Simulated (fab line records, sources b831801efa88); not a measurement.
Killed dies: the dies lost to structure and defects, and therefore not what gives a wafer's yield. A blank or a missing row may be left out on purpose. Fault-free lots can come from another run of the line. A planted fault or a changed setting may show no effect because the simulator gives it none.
Matching of chambers | flow gf180mcu | GF_V2_CMP_26 on cmp-02 has 4 sister chambers
The step polishes, stops on SiO2, t overpolish 15 s, target thk 0 nm. 4 wafers are shown with their chamber, then 8 later ones without.

WAFERS PAIRED WITH THEIR CHAMBERS
wafer  | chamber | motorCurrentA (A)
L083.6 | 2       | 11.6
L084.4 | 1       | 12.9
L084.5 | 0       | 12.0
L086.1 | 3       | 11.0

WAFERS WITHOUT THEIR CHAMBER
wafer  | motorCurrentA (A)
L086.2 | 13.3
L086.4 | 11.5
L090.2 | 11.1
L090.4 | 11.3
L090.5 | 12.9
L095.1 | 11.1
L095.4 | 11.9
L095.5 | 11.2

WHICH CHAMBER EACH ONE RAN IN
wafer  | from the rows above          | in truth
L086.2 | 1                            | 1
L086.4 | can't be placed: 2 or 0 or 3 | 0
L090.2 | can't be placed: 3 or 2      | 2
L090.4 | can't be placed: 2 or 3 or 0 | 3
L090.5 | 1                            | 1
L095.1 | can't be placed: 3 or 2      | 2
L095.4 | can't be placed: 0 or 2      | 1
L095.5 | can't be placed: 3 or 2      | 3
Correct placement for 2 of the 8. Can't be placed from these rows: 6 (the true chamber is among the candidates in 5). 0 placed wrongly.
How it was worked out, from the rows above alone: a wafer's distance from a chamber is the root of the sum, over the readings, of the square of ((its reading less the chamber's mean) divided by the reading's scatter). If the next closest chamber is less than 2 further off than the closest, the wafer can't be placed; otherwise it belongs to the closest. Each chamber's mean is taken over the wafers shown for it. The scatter (one wafer shown for each chamber): square how far every hidden wafer sits from the nearest shown wafer, average those squares and take the square root.
